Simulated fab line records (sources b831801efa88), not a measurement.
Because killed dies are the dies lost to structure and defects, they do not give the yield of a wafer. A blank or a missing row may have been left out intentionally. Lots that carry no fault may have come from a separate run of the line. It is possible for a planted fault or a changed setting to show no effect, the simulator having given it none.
Matching of chambers -- flow sfq_line -- 3 sister chambers for SFQ_TRILAYER_A5C_DEP_PECVD_142 on pecvd-03
The step deposits SiO2 from SiH4/N2O, time 15.556 s, target thk 70 nm. 14 wafers are shown with their chamber, then 7 later ones without.

== EACH WAFER AND ITS CHAMBER ==
wafer,chamber,throttle_valve_pct (%),heater_power_w (W)
L115.1,2,22.6,126
L115.3,0,23.6,97
L115.6,1,24.6,74
L116.1,2,22.4,121
L116.3,0,23.6,92
L116.4,2,22.4,119
L118.2,2,22.5,118
L118.5,0,23.5,95
L118.6,1,24.7,77
L119.3,0,23.6,95
L119.4,2,22.5,106
L119.6,0,23.6,97
L121.2,2,22.7,119
L121.4,2,22.5,120

SIGNATURES, as means of the wafers listed above
reading,chamber 0,chamber 1,chamber 2,scatter within a chamber
throttle_valve_pct,23.580,24.650,22.514,0.0861
heater_power_w,95.20,75.50,118.43,4.7
Rule: for a wafer and a chamber, the distance is found by dividing, reading by reading, the gap between the wafer's reading and the chamber's mean by the reading's scatter, squaring, summing and taking the root. The wafer belongs to the nearest chamber; if the next one is less than 2 further off, it can't be placed. The scatter: the root of (the sum of the squares of (reading less its chamber's mean) over the shown wafers, divided by (wafers less chambers)).

== WAFERS MISSING THEIR CHAMBER ==
wafer,throttle_valve_pct (%),heater_power_w (W)
L121.6,23.7,90
L124.3,22.8,122
L124.4,23.6,82
L124.6,23.8,83
L135.1,22.9,119
L135.3,24.9,66
L135.6,22.9,119

== CHAMBER TAKEN BY EACH ==
wafer,from the rows above,in truth
L121.6,0,0
L124.3,2,2
L124.4,0,0
L124.6,0,0
L135.1,2,2
L135.3,1,1
L135.6,2,2
Correctly placed: 7 of 7. Number that these rows cannot place: 0. Wrongly placed: 0.
